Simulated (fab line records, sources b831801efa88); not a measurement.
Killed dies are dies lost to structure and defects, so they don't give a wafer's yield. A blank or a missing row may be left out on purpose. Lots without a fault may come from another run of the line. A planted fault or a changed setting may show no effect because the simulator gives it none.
fab line records | flow gf180mcu | part 1 of 2: steps 1 to 27 of 37
record lots=5 wafers=15 last_day=33
route steps=602 shown VT_IMPLANT@130 MVSD@136 NWELL@137 LVPWELL@138 MVPSD@139 DUAL_GATE@141 POLY_GATE@157
lots that met no fault: from a run of the same line without faults
start_h: hours from the record's first day to the start of the lot's first wafer shown | wait_h: hours since the lot's step before | " the same as in the row above | L1.1+2: a row that stands for several wafers | - no value, or no start given | * or withheld: withheld | < > ~ a bound
route shown NAME@n: a module of which the file shows steps, and the number in the route of the first | usual: mean/standard deviation of fault-free wafers | same: alike in all rows | chamber/n: place in a boat | sites: the reading at each site | _std_site: their standard deviation | _edge_site: outer sites' mean less inner sites' | radius_mm: how far each site lies from the wafer's centre | mask NAME#n: copy n | behind: the tool/chamber that last shaped the wafer | hold: why the lot was held/for how many hours/how that ended | device: the transistor (n, p or np) that didn't switch | end of line: the same wafers' tests at the end of the route | a step without rows: its recipe alone | killed: dies lost to structure and defects at the first sort, not the wafer's yield | map: a wafer's dies, x killed, . not, _ none there
set.NAME: the setting as run; set.NAME@STEP: as run at that earlier step | model.NAME: the simulator's own value behind a step, which no gauge read
lots at some steps of the route; a table a step, a row a wafer
services: from which hour (start_h, from the record's first day; less than 0 if before it) a tool's chamber was out of use, for how many hours, and why
## steps
# step GF_VT_IMPLANT_OVL_MEAS_40
# usual VT_IMPLANT_03_OVL=0.2/1.5
# columns lot.wafer tool chamber start_h wait_h VT_IMPLANT_03_OVL[nm]
L077.2 overlay-01 - 177.14 0.1 2.0
L077.3 " - " " 1.2
L077.4 " - " " 0.5
L084.3 overlay-01 - 222.20 0.1 1.3
L084.5 " - " " -1.1
L084.6 " - " " -0.7
L086.3 overlay-01 - 235.92 0.1 1.3
L086.5 " - " " 0.7
L086.6 " - " " 0.5
L088.2 overlay-01 - 247.01 0.1 -1.2
L088.4 " - " " 0.3
L088.6 " - " " -2.0
L092.1 overlay-02 - 276.18 0.1 0.6
L092.3 " - " " 0.8
L092.6 " - " " 0.8
# step GF_VT_IMPLANT_IMPLANT_41
# recipe species=As energy_kev=70 dose_cm2=1.013e+12 tilt_deg=7
# columns lot.wafer tool chamber start_h wait_h
L077.2+3+4 implanter-04 0 177.20 0.0
L084.3+5+6 implanter-04 0 222.27 0.1
L086.3+5+6 implanter-03 0 235.99 0.1
L088.2+4+6 implanter-01 0 247.06 0.0
L092.1+3+6 implanter-01 0 276.22 0.0
# step GF_VT_IMPLANT_STRIP_42
# recipe chemistry=O2/N2 power_w=1400 pressure_mtorr=1500 platen_temp_c=250 o2_flow_sccm=3000 n2_flow_sccm=300 overash_fraction=0.5
# usual drypump_motor_current_A=5.7/0.45 heater_power_w=367/28 oes_product_au=0.716/0.0044 strip_time_to_endpoint_s=12.65/0.033
# columns lot.wafer tool chamber start_h wait_h drypump_motor_current_A heater_power_w oes_product_au rf_hours_counter_h strip_time_to_endpoint_s
L077.2 plasma_asher-03 1 177.32 0.1 5.6 404 0.717 50 12.64
L077.3 " 1 " " 5.6 406 0.714 - 12.63
L077.4 " 0 " " 6.4 379 0.725 - 12.66
L084.3 plasma_asher-01 1 222.40 0.1 5.4 321 0.710 - 12.68
L084.5 " 0 " " 5.8 368 0.710 - 12.69
L084.6 " 1 " " 5.4 325 0.721 - 12.66
L086.3 plasma_asher-02 1 236.12 0.1 5.4 353 0.711 - 12.69
L086.5 " 0 " " 5.1 325 0.711 - 12.71
L086.6 " 1 " " 5.4 352 0.717 - 12.69
L088.2 plasma_asher-03 0 247.19 0.1 6.4 382 0.722 57 12.64
L088.4 " 1 " " 5.5 403 0.720 - 12.60
L088.6 " 0 " " 6.4 389 0.722 - 12.63
L092.1 plasma_asher-02 0 276.37 0.1 5.2 331 0.725 15 12.68
L092.3 " 0 " " 5.1 330 0.713 - 12.69
L092.6 " 0 " " 5.2 327 0.711 - 12.65
# step GF_VT_IMPLANT_TW_MEAS_43
# usual VT_IMPLANT_4_TW=694/8.5
# columns lot.wafer tool chamber start_h wait_h VT_IMPLANT_4_TW
L077.2 film_metro-03 - 177.43 0.1 705
L077.3 " - " " 698
L077.4 " - " " 701
L084.3 film_metro-02 - 222.49 0.1 684
L084.5 " - " " 680
L084.6 " - " " 683
L086.3 film_metro-04 - 236.21 0.1 685
L086.5 " - " " 687
L086.6 " - " " 683
L088.2 film_metro-03 - 247.30 0.1 703
L088.4 " - " " 703
L088.6 " - " " 701
L092.1 film_metro-04 - 276.47 0.1 689
L092.3 " - " " 687
L092.6 " - " " 688
# step GF_VT_IMPLANT_CLEAN_44
# recipe chemistry=SC1/SC2 mix=1:4:20 temp_c=70 time_s=150 dry=n2_spin
# columns lot.wafer tool chamber start_h wait_h
L077.2+3+4 wet_bench-01 2 177.48 0.0
L084.3+5+6 wet_bench-03 0 222.53 0.0
L086.3+5+6 wet_bench-02 1 236.25 0.0
L088.2+4+6 wet_bench-02 2 247.35 0.0
L092.1+3+6 wet_bench-03 0 276.53 0.1
# step GF_VT_IMPLANT_RTA_45
# recipe temp_c=1050 time_s=30 ambient=N2
# usual lamp_power_pct=36.0/0.57 wafer_temp_C_max=1054.8/1.1
# columns lot.wafer tool chamber start_h wait_h lamp_power_pct wafer_temp_C_max
L077.2 rtp_anneal-01 0 177.55 0.0 35.4 1055.8
L077.3 " 0 " " 35.3 1054.4
L077.4 " 0 " " 35.4 1054.9
L084.3 rtp_anneal-02 0 222.61 0.0 36.5 1053.0
L084.5 " 0 " " 36.5 1053.7
L084.6 " 0 " " 36.6 1053.0
L086.3 rtp_anneal-01 0 236.33 0.0 35.4 1054.8
L086.5 " 0 " " 35.3 1058.4
L086.6 " 0 " " 35.3 1054.6
L088.2 rtp_anneal-01 0 247.42 0.0 35.4 1056.0
L088.4 " 0 " " 35.4 1055.3
L088.6 " 0 " " 35.4 1056.9
L092.1 rtp_anneal-02 0 276.58 0.0 36.5 1055.3
L092.3 " 0 " " 36.4 1054.1
L092.6 " 0 " " 36.5 1056.5
# step GF_VT_IMPLANT_RS_MEAS_46
# recipe thk_meas_gauge=four-point-probe
# usual MVSD_RS=456.4/1.1
# columns lot.wafer tool chamber start_h wait_h MVSD_RS[ohm/sq]
L077.2 film_metro-04 - 177.65 0.1 456.2
L077.3 " - " " 457.3
L077.4 " - " " 456.2
L084.3 film_metro-02 - 222.72 0.1 456.7
L084.5 " - " " 455.5
L084.6 " - " " 456.8
L086.3 film_metro-01 - 236.44 0.1 456.2
L086.5 " - " " 457.7
L086.6 " - " " 456.5
L088.2 film_metro-04 - 247.52 0.1 456.0
L088.4 " - " " 454.9
L088.6 " - " " 456.5
L092.1 film_metro-04 - 276.68 0.1 457.2
L092.3 " - " " 458.2
L092.6 " - " " 456.8
# step GF_VT_IMPLANT_RS_MEAS_47
# recipe thk_meas_gauge=four-point-probe
# usual NWELL_RS=487.7/1.4
# columns lot.wafer tool chamber start_h wait_h NWELL_RS[ohm/sq]
L077.2 film_metro-04 - 177.77 0.1 486.3
L077.3 " - " " 486.2
L077.4 " - " " 486.4
L084.3 film_metro-02 - 222.84 0.1 486.3
L084.5 " - " " 486.5
L084.6 " - " " 486.1
L086.3 film_metro-01 - 236.56 0.1 488.8
L086.5 " - " " 488.0
L086.6 " - " " 487.7
L088.2 film_metro-04 - 247.64 0.1 488.6
L088.4 " - " " 488.7
L088.6 " - " " 488.8
L092.1 film_metro-04 - 276.80 0.1 485.5
L092.3 " - " " 485.4
L092.6 " - " " 484.2
# step GF_VT_IMPLANT_RS_MEAS_48
# recipe thk_meas_gauge=four-point-probe
# usual LVPWELL_RS=1195.6/2.9
# columns lot.wafer tool chamber start_h wait_h LVPWELL_RS[ohm/sq]
L077.2 film_metro-04 - 177.89 0.1 1194.7
L077.3 " - " " 1195.3
L077.4 " - " " 1192.8
L084.3 film_metro-02 - 222.96 0.1 1187.5
L084.5 " - " " 1190.6
L084.6 " - " " 1190.0
L086.3 film_metro-01 - 236.68 0.1 1195.6
L086.5 " - " " 1199.5
L086.6 " - " " 1194.3
L088.2 film_metro-04 - 247.76 0.1 1198.7
L088.4 " - " " 1195.1
L088.6 " - " " 1196.8
L092.1 film_metro-04 - 276.92 0.1 1195.1
L092.3 " - " " 1196.1
L092.6 " - " " 1197.1
# step GF_VT_IMPLANT_RS_MEAS_49
# recipe thk_meas_gauge=four-point-probe
# usual MVPSD_RS=1167.3/2.9
# columns lot.wafer tool chamber start_h wait_h MVPSD_RS[ohm/sq]
L077.2 film_metro-04 - 178.01 0.1 1164.6
L077.3 " - " " 1166.0
L077.4 " - " " 1167.4
L084.3 film_metro-02 - 223.08 0.1 1163.3
L084.5 " - " " 1166.4
L084.6 " - " " 1165.7
L086.3 film_metro-01 - 236.80 0.1 1167.8
L086.5 " - " " 1168.3
L086.6 " - " " 1170.6
L088.2 film_metro-04 - 247.88 0.1 1166.5
L088.4 " - " " 1165.7
L088.6 " - " " 1164.2
L092.1 film_metro-04 - 277.04 0.1 1166.5
L092.3 " - " " 1161.2
L092.6 " - " " 1162.6
# step GF_VT_IMPLANT_WET_ETCH_50
# recipe chemistry=dHF target_depth_nm=20 target=SiO2 temp_c=25 dilution=100:1 time_s=400
# columns lot.wafer tool chamber start_h wait_h
L077.2+3+4 wet_bench-02 0 178.11 0.1
L084.3+5+6 wet_bench-03 0 223.16 0.1
L086.3+5+6 wet_bench-03 3 236.88 0.1
L088.2+4+6 wet_bench-02 1 247.98 0.1
L092.1+3+6 wet_bench-01 0 277.16 0.1
# step GF_DUAL_GATE_CLEAN_00
# recipe chemistry=SC1/SC2 mix=1:4:20 temp_c=70 time_s=150
# columns lot.wafer tool chamber start_h wait_h
L077.2+3+4 wet_bench-01 0 178.24 0.0
L084.3+5+6 wet_bench-01 0 223.35 0.1
L086.3+5+6 wet_bench-01 1 237.00 0.0
L088.2+4+6 wet_bench-01 2 248.10 0.0
L092.1+3+6 wet_bench-02 1 277.28 0.0
# step GF_DUAL_GATE_CLEAN_01
# recipe chemistry=dHF time_s=20 dilution=100:1 dry=ipa_marangoni
# columns lot.wafer tool chamber start_h wait_h
L077.2+3+4 wet_bench-03 3 178.29 0.0
L084.3+5+6 wet_bench-03 0 223.40 0.0
L086.3+5+6 wet_bench-03 2 237.05 0.0
L088.2+4+6 wet_bench-03 2 248.15 0.0
L092.1+3+6 wet_bench-02 2 277.33 0.0
# step GF_DUAL_GATE_OXIDATION_02
# recipe temp_c=900 ambient=O2 stabilise_s=600 purge_s=300 target_thk_a=108.87 ox_time_s=1602
# usual ox_temp_c_max=903.9/0.89 spike_tc_lower_C=898.9/1.1 spike_tc_top_C=909.9/1.1 zone_power_centre_pct=20.7/2
# columns lot.wafer tool chamber start_h wait_h ox_temp_c_max spike_tc_lower_C spike_tc_top_C zone_power_centre_pct
L077.2 furnace-01 0 185.29 7.0 902.3 900.0 911.4 21.7
L077.3 " 0 " " 902.8 899.9 908.7 22.3
L077.4 " 0 " " 903.4 897.5 909.0 21.9
L084.3 furnace-01 0 223.82 0.4 903.6 898.3 911.1 22.1
L084.5 " 0 " " 902.6 897.1 911.8 21.8
L084.6 " 0 " " 903.4 898.9 910.6 22.4
L086.3 furnace-01 0 240.25 3.2 903.4 898.2 910.3 21.4
L086.5 " 0 " " 903.7 898.6 910.5 22.0
L086.6 " 0 " " 903.4 897.0 911.1 21.9
L088.2 furnace-01 0 248.17 0.0 904.2 901.9 910.5 22.0
L088.4 " 0 " " 903.1 899.4 910.1 22.2
L088.6 " 0 " " 904.1 898.8 910.1 22.0
L092.1 furnace-02 0 277.74 0.4 905.2 898.6 910.5 17.7
L092.3 " 0 " " 904.1 899.4 910.1 17.6
L092.6 " 0 " " 904.8 900.2 911.3 17.5
# step GF_DUAL_GATE_THK_MEAS_03
# recipe reads=SiO2_of_DUAL_GATE_OXIDATION_02
# usual DUAL_GATE_OXIDATION_00_THK=11.07/0.21
# columns lot.wafer tool chamber start_h wait_h DUAL_GATE_OXIDATION_00_THK[nm]
L077.2 film_metro-01 - 186.74 0.0 11.61
L077.3 " - " " 11.29
L077.4 " - " " 11.45
L084.3 film_metro-01 - 225.28 0.0 11.24
L084.5 " - " " 10.89
L084.6 " - " " 10.94
L086.3 film_metro-01 - 241.72 0.0 10.85
L086.5 " - " " 11.08
L086.6 " - " " 10.89
L088.2 film_metro-03 - 249.62 0.0 11.21
L088.4 " - " " 11.05
L088.6 " - " " 10.99
L092.1 film_metro-04 - 279.18 0.0 10.68
L092.3 " - " " 10.76
L092.6 " - " " 10.52
# step GF_DUAL_GATE_DEHYDRATE_04
# recipe temp_c=200 time_s=60
# usual chill_plate_temp_C=22.99/0.12
# columns lot.wafer tool chamber start_h wait_h chill_plate_temp_C
L077.2 litho_track-03 0 193.38 6.6 23.05
L077.3 " 0 " " 23.09
L077.4 " 0 " " 23.07
L084.3 litho_track-02 0 232.98 7.7 23.09
L084.5 " 0 " " 22.83
L084.6 " 0 " " 23.01
L086.3 litho_track-02 0 249.83 8.1 22.95
L086.5 " 0 " " 23.00
L086.6 " 0 " " 22.85
L088.2 litho_track-04 0 258.91 9.3 23.24
L088.4 " 0 " " 23.09
L088.6 " 0 " " 23.12
L092.1 litho_track-03 0 287.65 8.5 22.91
L092.3 " 0 " " 22.86
L092.6 " 0 " " 23.01
# step GF_DUAL_GATE_HMDS_05
# recipe prime_time_s=60 prime_temp_c=120
# usual chill_plate_temp_C=22.98/0.1
# columns lot.wafer tool chamber start_h wait_h chill_plate_temp_C
L077.2 litho_track-03 0 193.53 0.1 22.73
L077.3 " 0 " " 22.68
L077.4 " 0 " " 22.87
L084.3 litho_track-02 0 233.13 0.1 22.94
L084.5 " 0 " " 22.77
L084.6 " 0 " " 22.87
L086.3 litho_track-02 0 249.98 0.1 23.09
L086.5 " 0 " " 23.16
L086.6 " 0 " " 23.01
L088.2 litho_track-04 0 259.06 0.1 23.06
L088.4 " 0 " " 22.99
L088.6 " 0 " " 23.11
L092.1 litho_track-03 0 287.80 0.1 23.04
L092.3 " 0 " " 23.04
L092.6 " 0 " " 23.11
# step GF_DUAL_GATE_COAT_06
# recipe resist=NOVOLAK spin_rpm=3000 resist_thk_nm=1000
# usual chill_plate_temp_C=22.99/0.11
# columns lot.wafer tool chamber start_h wait_h chill_plate_temp_C
L077.2 litho_track-03 0 193.68 0.1 23.17
L077.3 " 0 " " 23.07
L077.4 " 0 " " 23.09
L084.3 litho_track-02 0 233.28 0.1 23.03
L084.5 " 0 " " 22.97
L084.6 " 0 " " 23.02
L086.3 litho_track-02 0 250.13 0.1 22.98
L086.5 " 0 " " 22.83
L086.6 " 0 " " 22.93
L088.2 litho_track-04 0 259.21 0.1 22.99
L088.4 " 0 " " 22.96
L088.6 " 0 " " 22.90
L092.1 litho_track-03 0 287.95 0.1 22.88
L092.3 " 0 " " 22.94
L092.6 " 0 " " 23.18
# step GF_DUAL_GATE_SOFTBAKE_07
# recipe temp_c=90 time_s=60 resist=NOVOLAK
# usual chill_plate_temp_C=22.98/0.1
# columns lot.wafer tool chamber start_h wait_h chill_plate_temp_C
L077.2 litho_track-03 0 193.83 0.1 23.33
L077.3 " 0 " " 23.10
L077.4 " 0 " " 23.17
L084.3 litho_track-02 0 233.43 0.1 22.93
L084.5 " 0 " " 23.10
L084.6 " 0 " " 23.09
L086.3 litho_track-02 0 250.28 0.1 22.93
L086.5 " 0 " " 22.92
L086.6 " 0 " " 22.91
L088.2 litho_track-04 0 259.36 0.1 22.99
L088.4 " 0 " " 23.01
L088.6 " 0 " " 22.96
L092.1 litho_track-03 0 288.10 0.1 22.86
L092.3 " 0 " " 23.03
L092.6 " 0 " " 22.90
# step GF_DUAL_GATE_EXPOSE_08
# recipe mask_id=Dualgate target_cd_nm=700 na=0.6 source_shape=conventional sigma_outer=0.6 dose_mj=140
# columns lot.wafer tool chamber start_h wait_h mask
L077.2+3+4 iline_stepper-02 0 - - Dualgate#0
L084.3+5+6 iline_stepper-01 0 - - Dualgate#0
L086.3+5+6 iline_stepper-01 0 - - Dualgate#0
L088.2+4+6 iline_stepper-02 0 - - Dualgate#0
L092.1+3+6 iline_stepper-02 0 - - Dualgate#0
# step GF_DUAL_GATE_PEB_09
# recipe temp_c=withheld time_s=* resist=NOVOLAK
# usual chill_plate_temp_C=*
# columns lot.wafer tool chamber start_h wait_h chill_plate_temp_C
L077.2 litho_track-02 0 - - *
L077.3 " 0 " " *
L077.4 " 0 " " *
L084.3 litho_track-03 0 - - *
L084.5 " 0 " " *
L084.6 " 0 " " *
L086.3 litho_track-04 0 - - *
L086.5 " 0 " " *
L086.6 " 0 " " *
L088.2 litho_track-02 0 - - *
L088.4 " 0 " " *
L088.6 " 0 " " *
L092.1 litho_track-03 0 - - *
L092.3 " 0 " " *
L092.6 " 0 " " *
# step GF_DUAL_GATE_DEVELOP_10
# recipe develop_time_s=60 dev_temp_c=23
# usual chill_plate_temp_C=23.03/0.1
# columns lot.wafer tool chamber start_h wait_h chill_plate_temp_C
L077.2 litho_track-02 0 202.36 0.1 23.20
L077.3 " 0 " " 23.09
L077.4 " 0 " " 23.09
L084.3 litho_track-03 0 241.45 0.1 23.08
L084.5 " 0 " " 22.97
L084.6 " 0 " " 23.10
L086.3 litho_track-04 0 259.99 0.1 22.90
L086.5 " 0 " " 22.97
L086.6 " 0 " " 23.00
L088.2 litho_track-02 0 268.26 0.1 22.98
L088.4 " 0 " " 23.10
L088.6 " 0 " " 23.04
L092.1 litho_track-03 0 297.35 0.1 22.98
L092.3 " 0 " " 22.96
L092.6 " 0 " " 22.84
# step GF_DUAL_GATE_OVL_MEAS_11
# usual DUAL_GATE_OVL=-0.2/1.5
# columns lot.wafer tool chamber start_h wait_h DUAL_GATE_OVL[nm]
L077.2 overlay-02 - 202.49 0.1 -2.5
L077.3 " - " " -0.7
L077.4 " - " " -2.6
L084.3 overlay-02 - 241.57 0.1 2.1
L084.5 " - " " 2.1
L084.6 " - " " -0.2
L086.3 overlay-01 - 260.10 0.1 1.5
L086.5 " - " " 0.3
L086.6 " - " " 0.5
L088.2 overlay-02 - 268.39 0.1 2.1
L088.4 " - " " 2.6
L088.6 " - " " 3.0
L092.1 overlay-02 - 297.50 0.1 0.4
L092.3 " - " " 0.8
L092.6 " - " " 0.8
# step GF_DUAL_GATE_WET_ETCH_12
# recipe chemistry=dHF target_depth_nm=13 dry=n2_spin target=SiO2 temp_c=25 dilution=100:1 time_s=260
# columns lot.wafer tool chamber start_h wait_h
L077.2+3+4 wet_bench-02 3 202.52 0.0
L084.3+5+6 wet_bench-03 2 241.59 0.0
L086.3+5+6 wet_bench-01 3 260.12 0.0
L088.2+4+6 wet_bench-03 2 268.42 0.0
L092.1+3+6 wet_bench-03 0 297.54 0.0
# step GF_DUAL_GATE_STRIP_13
# recipe chemistry=O2/N2 power_w=1400 pressure_mtorr=1500 platen_temp_c=250 o2_flow_sccm=3000 n2_flow_sccm=300 overash_fraction=0.5
# usual drypump_motor_current_A=5.6/0.39 heater_power_w=355/36 oes_product_au=0.715/0.0046 strip_time_to_endpoint_s=12.65/0.036
# columns lot.wafer tool chamber start_h wait_h drypump_motor_current_A heater_power_w oes_product_au rf_hours_counter_h strip_time_to_endpoint_s
L077.2 plasma_asher-04 0 202.61 0.0 5.7 377 0.719 39 12.67
L077.3 " 1 " " 5.4 300 0.709 - 12.64
L077.4 " 0 " " 5.7 371 0.709 - 12.69
L084.3 plasma_asher-03 1 241.70 0.0 5.6 402 0.713 - 12.68
L084.5 " 0 " " 6.4 379 0.719 - 12.68
L084.6 " 1 " " 5.6 407 0.712 - 12.65
L086.3 plasma_asher-03 1 260.24 0.0 5.6 410 0.713 - 12.71
L086.5 " 0 " " 6.4 374 0.714 - 12.68
L086.6 " 1 " " 5.6 410 0.724 - 12.66
L088.2 plasma_asher-02 1 268.50 0.0 5.4 357 0.703 15 12.62
L088.4 " 0 " " 5.2 328 0.715 - 12.59
L088.6 " 0 " " 5.2 330 0.721 - 12.66
L092.1 plasma_asher-03 0 297.63 0.0 6.4 371 0.713 62 12.71
L092.3 " 1 " " 5.6 399 0.719 - 12.68
L092.6 " 1 " " 5.6 386 0.723 - 12.71
# step GF_DUAL_GATE_CLEAN_14
# recipe chemistry=SC1/SC2 mix=1:4:20 temp_c=70 time_s=150 dry=n2_spin
# columns lot.wafer tool chamber start_h wait_h
L077.2+3+4 wet_bench-01 3 202.71 0.1
L084.3+5+6 wet_bench-01 1 241.84 0.1
L086.3+5+6 wet_bench-01 3 260.31 0.0
L088.2+4+6 wet_bench-02 2 268.60 0.1
L092.1+3+6 wet_bench-01 2 297.73 0.1
# step GF_DUAL_GATE_OXIDATION_15
# recipe temp_c=850 ambient=O2 stabilise_s=600 purge_s=300 target_thk_a=70.98 ox_time_s=1995
# usual ox_temp_c_max=853.7/0.75 spike_tc_lower_C=849.2/1.1 spike_tc_top_C=860.7/1.1 zone_power_centre_pct=17.8/2
# columns lot.wafer tool chamber start_h wait_h ox_temp_c_max spike_tc_lower_C spike_tc_top_C zone_power_centre_pct
L077.2 furnace-01 0 208.69 5.9 853.0 848.0 860.3 19.8
L077.3 " 0 " " 853.2 850.6 862.2 19.8
L077.4 " 0 " " 852.7 849.2 862.1 19.7
L084.3 furnace-02 0 243.49 1.6 854.1 850.5 860.0 15.9
L084.5 " 0 " " 853.5 848.3 861.2 15.7
L084.6 " 0 " " 854.6 849.5 859.4 15.6
L086.3 furnace-02 0 260.36 0.0 853.7 851.2 860.6 15.9
L086.5 " 0 " " 855.0 849.0 861.5 15.7
L086.6 " 0 " " 855.2 850.6 859.8 15.6
L088.2 furnace-02 0 273.66 5.0 854.3 850.2 860.9 15.5
L088.4 " 0 " " 853.4 848.7 860.3 15.6
L088.6 " 0 " " 854.6 849.4 861.0 15.6
L092.1 furnace-02 0 297.96 0.2 853.4 849.3 859.9 15.7
L092.3 " 0 " " 852.7 847.2 861.1 15.6
L092.6 " 0 " " 854.4 850.0 861.6 15.7
